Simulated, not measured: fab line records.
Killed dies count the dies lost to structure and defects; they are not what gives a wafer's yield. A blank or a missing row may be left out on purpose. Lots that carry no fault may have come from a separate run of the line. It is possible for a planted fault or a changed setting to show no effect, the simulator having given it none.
Split-lot study / flow sky130 / 23 wafers read across 5 lots, on a route 708 steps long

## THE SPLIT ITSELF
At SKY_VIA1_CVD_21 (deposits W, target thk 270 nm, time 80.902 s), the setting pressure torr was moved away from the recipe's 40 Torr on 15 of the 23 wafers read, by -13.0% to +13.2%. All remaining wafers had this setting at the recipe value.

The reading is taken at the split's own step.

## THE READING
W_of_VIA1_CVD_21.thk nm (the simulator's own value, which no gauge read), in nm, at SKY_VIA1_CVD_21 (deposits W, target thk 270 nm, time 80.902 s). No usual value for it is given in the file. The 8 wafers here that ran the recipe average 270.4 nm, standard deviation 4.4 nm.

wafer=L077.1; tool, chamber at the split=cvd w-02, 1; pressure torr as run, Torr=37.21; against the recipe=-7.0%; W_of_VIA1_CVD_21.thk nm, nm=267.7; against lot-mates on the recipe=no lot-mate on the recipe
wafer=L077.2; tool, chamber at the split=cvd w-02, 0; pressure torr as run, Torr=37.21; against the recipe=-7.0%; W_of_VIA1_CVD_21.thk nm, nm=263; against lot-mates on the recipe=no lot-mate on the recipe
wafer=L077.4; tool, chamber at the split=cvd w-02, 1; pressure torr as run, Torr=37.21; against the recipe=-7.0%; W_of_VIA1_CVD_21.thk nm, nm=268.4; against lot-mates on the recipe=no lot-mate on the recipe
wafer=L077.5; tool, chamber at the split=cvd w-02, 1; pressure torr as run, Torr=37.21; against the recipe=-7.0%; W_of_VIA1_CVD_21.thk nm, nm=269.7; against lot-mates on the recipe=no lot-mate on the recipe
wafer=L077.6; tool, chamber at the split=cvd w-02, 0; pressure torr as run, Torr=37.21; against the recipe=-7.0%; W_of_VIA1_CVD_21.thk nm, nm=261.2; against lot-mates on the recipe=no lot-mate on the recipe
wafer=L078.1; tool, chamber at the split=cvd w-01, 1; pressure torr as run, Torr=45.27; against the recipe=+13.2%; W_of_VIA1_CVD_21.thk nm, nm=283.8; against lot-mates on the recipe=no lot-mate on the recipe
wafer=L078.2; tool, chamber at the split=cvd w-01, 0; pressure torr as run, Torr=45.27; against the recipe=+13.2%; W_of_VIA1_CVD_21.thk nm, nm=286.2; against lot-mates on the recipe=no lot-mate on the recipe
wafer=L078.3; tool, chamber at the split=cvd w-01, 0; pressure torr as run, Torr=45.27; against the recipe=+13.2%; W_of_VIA1_CVD_21.thk nm, nm=285.4; against lot-mates on the recipe=no lot-mate on the recipe
wafer=L078.4; tool, chamber at the split=cvd w-01, 1; pressure torr as run, Torr=45.27; against the recipe=+13.2%; W_of_VIA1_CVD_21.thk nm, nm=282.8; against lot-mates on the recipe=no lot-mate on the recipe
wafer=L078.5; tool, chamber at the split=cvd w-01, 0; pressure torr as run, Torr=45.27; against the recipe=+13.2%; W_of_VIA1_CVD_21.thk nm, nm=286.6; against lot-mates on the recipe=no lot-mate on the recipe
wafer=L081.1; tool, chamber at the split=cvd w-02, 0; pressure torr as run, Torr=40; against the recipe=recipe; W_of_VIA1_CVD_21.thk nm, nm=268.9; against lot-mates on the recipe=-
wafer=L081.4; tool, chamber at the split=cvd w-02, 0; pressure torr as run, Torr=40; against the recipe=recipe; W_of_VIA1_CVD_21.thk nm, nm=268.6; against lot-mates on the recipe=-
wafer=L081.5; tool, chamber at the split=cvd w-02, 1; pressure torr as run, Torr=40; against the recipe=recipe; W_of_VIA1_CVD_21.thk nm, nm=273.4; against lot-mates on the recipe=-
wafer=L082.2; tool, chamber at the split=cvd w-02, 0; pressure torr as run, Torr=34.79; against the recipe=-13.0%; W_of_VIA1_CVD_21.thk nm, nm=249.1; against lot-mates on the recipe=no lot-mate on the recipe
wafer=L082.3; tool, chamber at the split=cvd w-02, 1; pressure torr as run, Torr=34.79; against the recipe=-13.0%; W_of_VIA1_CVD_21.thk nm, nm=255.8; against lot-mates on the recipe=no lot-mate on the recipe
wafer=L082.4; tool, chamber at the split=cvd w-02, 0; pressure torr as run, Torr=34.79; against the recipe=-13.0%; W_of_VIA1_CVD_21.thk nm, nm=253.9; against lot-mates on the recipe=no lot-mate on the recipe
wafer=L082.5; tool, chamber at the split=cvd w-02, 0; pressure torr as run, Torr=34.79; against the recipe=-13.0%; W_of_VIA1_CVD_21.thk nm, nm=250.1; against lot-mates on the recipe=no lot-mate on the recipe
wafer=L082.6; tool, chamber at the split=cvd w-02, 1; pressure torr as run, Torr=34.79; against the recipe=-13.0%; W_of_VIA1_CVD_21.thk nm, nm=257.8; against lot-mates on the recipe=no lot-mate on the recipe
wafer=L085.1; tool, chamber at the split=cvd w-02, 1; pressure torr as run, Torr=40; against the recipe=recipe; W_of_VIA1_CVD_21.thk nm, nm=277.2; against lot-mates on the recipe=-
wafer=L085.2; tool, chamber at the split=cvd w-02, 0; pressure torr as run, Torr=40; against the recipe=recipe; W_of_VIA1_CVD_21.thk nm, nm=270; against lot-mates on the recipe=-
wafer=L085.3; tool, chamber at the split=cvd w-02, 0; pressure torr as run, Torr=40; against the recipe=recipe; W_of_VIA1_CVD_21.thk nm, nm=263.4; against lot-mates on the recipe=-
wafer=L085.4; tool, chamber at the split=cvd w-02, 1; pressure torr as run, Torr=40; against the recipe=recipe; W_of_VIA1_CVD_21.thk nm, nm=275.4; against lot-mates on the recipe=-
wafer=L085.5; tool, chamber at the split=cvd w-02, 0; pressure torr as run, Torr=40; against the recipe=recipe; W_of_VIA1_CVD_21.thk nm, nm=266.3; against lot-mates on the recipe=-

FIT RESULTS
A straight line over all 23 wafers: W_of_VIA1_CVD_21.thk nm changes by +1.14 nm for each +1% of pressure torr; r = +0.93; the points scatter about the line by 4.1 nm.
Too few moved wafers with a lot-mate on the recipe to fit a line net of each lot's own level.

## THE FILE'S OWN FIT
W_of_VIA1_CVD_21.thk nm changes by +1.14 nm for each +1% of pressure torr, r = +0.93.
